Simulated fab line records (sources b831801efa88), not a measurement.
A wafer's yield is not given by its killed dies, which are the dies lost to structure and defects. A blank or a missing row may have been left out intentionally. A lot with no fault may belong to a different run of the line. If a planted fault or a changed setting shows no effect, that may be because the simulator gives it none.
2 desks looking at one fault + flow gf180mcu + every desk sees just its own numbers, and what lay behind them comes last

METROLOGY DESK
Means of the sampled wafers that have a number, per lot and without regard to the tool the lot ran on: this is what the gauges read. The brackets show how far a lot's mean lies from the usual mean; more than 4 standard deviations puts the lot out of limits, marked OUT.
Columns: A = DUAL_GATE_OXIDATION_00_THK at GF_DUAL_GATE_THK_MEAS_03, usual 10.90 nm; B = DUAL_GATE_OVL at GF_DUAL_GATE_OVL_MEAS_11, usual -0.5 nm
| lot  | first seen here | A     | B    |
|------|-----------------|-------|------|
| L889 | day 7 16:35     | 11.14 | -0.8 |
| L897 | day 9 20:59     | 11.03 | 0.2  |
| L902 | day 11 05:41    | 11.06 | -1.7 |
| L905 | day 12 05:52    | 10.84 | -1.9 |
| L906 | day 12 11:50    | 10.80 | -1.4 |
| L910 | day 13 13:29    | 10.56 | -2.0 |
This desk's finding: nothing out of limits on any of the 6 lots.

FOR THE TOOL OWNER'S DESK: furnace-01
The tool's own readings at GF_DUAL_GATE_OXIDATION_15 (stabilise 600 s, purge 300 s, target thk 7.098 nm): means of the sampled wafers that have a number, for each lot that ran on this tool. The brackets show how far a lot's mean lies from the usual mean; more than 4 standard deviations puts the lot out of limits, marked OUT.
Columns: A = ox-temp-c at GF_DUAL_GATE_OXIDATION_15, usual 850.0 C; B = spike-tc-centre-C at GF_DUAL_GATE_OXIDATION_15, usual 850.3 C
| lot  | first seen here | A     | B     |
|------|-----------------|-------|-------|
| L889 | day 8 08:31     | 850.0 | 849.4 |
| L902 | day 12 00:28    | 849.8 | 847.8 |
| L906 | day 13 08:31    | 849.7 | 849.6 |
This desk's finding: nothing out of limits on any of the 3 lots.

BROUGHT TOGETHER
Nothing out of limits was seen by the metrology desk.
The tool owner's desk saw nothing out of limits.

WHAT THE SIMULATOR PUT IN
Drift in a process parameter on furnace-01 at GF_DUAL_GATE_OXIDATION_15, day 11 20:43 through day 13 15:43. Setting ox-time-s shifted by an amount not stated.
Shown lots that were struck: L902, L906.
